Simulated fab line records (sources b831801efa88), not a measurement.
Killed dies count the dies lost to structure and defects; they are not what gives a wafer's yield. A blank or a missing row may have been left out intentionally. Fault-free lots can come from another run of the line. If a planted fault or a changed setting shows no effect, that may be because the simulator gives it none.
Chamber matching ; flow gf180mcu ; cmp-01 running GF_V2_CMP_04: 4 sister chambers
The step polishes SiO2. 8 wafers are shown with their chamber, then 9 later ones without.

WAFERS WITH THEIR CHAMBER
wafer;chamber;motor current A (A);time to endpoint s (s)
L382.3;3;10.8;81
L382.6;2;12.7;74
L385.1;1;11.8;76
L385.3;3;11.3;78
L385.6;0;14.3;82
L388.1;1;11.6;65
L388.2;0;14.2;76
L388.6;2;12.3;77

WAFERS WITHOUT THEIR CHAMBER
wafer;motor current A (A);time to endpoint s (s)
L389.1;11.2;74
L389.2;13.9;75
L389.6;13.2;84
L390.1;13.8;77
L390.3;11.3;73
L390.5;11.8;79
L391.2;11.3;72
L391.3;11.8;70
L391.6;10.6;80

WHICH CHAMBER EACH WENT THROUGH
wafer;from the rows above;in truth
L389.1;can't be placed: 3 or 1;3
L389.2;0;0
L389.6;can't be placed: 2 or 0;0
L390.1;0;0
L390.3;can't be placed: 3 or 1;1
L390.5;can't be placed: 1 or 2 or 3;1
L391.2;can't be placed: 1 or 3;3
L391.3;1;1
L391.6;3;3
Correctly placed: 4 of 9. Cannot be placed on the basis of these rows: 5; the candidates contain the true chamber in 5. Wrongly placed: 0.
How it was worked out, from the rows above alone: a wafer's distance from a chamber is the root of the sum, over the readings, of the square of ((its reading less the chamber's mean) divided by the reading's scatter). The wafer belongs to the nearest chamber; if the next one is less than 2 further off, it can't be placed. A chamber's mean is the mean of its shown wafers. The scatter: the root of (the sum of the squares of (reading less its chamber's mean) over the shown wafers, divided by (wafers less chambers)).
